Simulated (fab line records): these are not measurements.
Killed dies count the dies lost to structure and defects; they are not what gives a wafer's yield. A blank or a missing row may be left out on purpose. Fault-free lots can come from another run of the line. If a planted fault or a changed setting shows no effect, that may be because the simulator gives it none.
Chamber matching + flow sfq line + SFQ_TRILAYER_I3_CMP_CMP_082 on cmp-01 has 4 sister chambers
The step polishes SiO2. 4 wafers are shown with their chamber, then 8 later ones without.

## WAFERS WITH THEIR CHAMBER
| wafer  | chamber | motor current A (A) |
|--------|---------|---------------------|
| L527.3 | 3       | 12.1                |
| L533.4 | 1       | 9.6                 |
| L533.6 | 0       | 11.2                |
| L537.2 | 2       | 9.6                 |

## WAFERS WITH NO CHAMBER GIVEN
| wafer  | motor current A (A) |
|--------|---------------------|
| L537.4 | 9.8                 |
| L537.3 | 10.1                |
| L539.3 | 12.2                |
| L539.1 | 10.3                |
| L539.6 | 12.2                |
| L540.4 | 10.6                |
| L540.1 | 12.6                |
| L540.5 | 10.2                |

## CHAMBER TAKEN BY EACH
| wafer  | from the rows above               | in truth |
|--------|-----------------------------------|----------|
| L537.4 | can't be placed: 1 or 2           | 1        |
| L537.3 | can't be placed: 1 or 2 or 0      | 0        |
| L539.3 | can't be placed: 3 or 0           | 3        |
| L539.1 | can't be placed: 1 or 2 or 0      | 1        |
| L539.6 | can't be placed: 3 or 0           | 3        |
| L540.4 | can't be placed: 0 or 1 or 2 or 3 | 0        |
| L540.1 | can't be placed: 3 or 0           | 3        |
| L540.5 | can't be placed: 1 or 2 or 0      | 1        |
Correct placement for 0 of the 8. Can't be placed from these rows: 8 (the true chamber is among the candidates in 8). 0 placed wrongly.
How it was worked out, from the rows above alone: a wafer's distance from a chamber is the root of the sum, over the readings, of the square of ((its reading less the chamber's mean) divided by the reading's scatter). The wafer belongs to the nearest chamber; if the next one is less than 2 further off, it can't be placed. For every chamber, the mean is computed from those of its wafers that are shown. The scatter: root of mean squared gap, hidden wafer to nearest shown wafer, with one shown wafer a chamber.
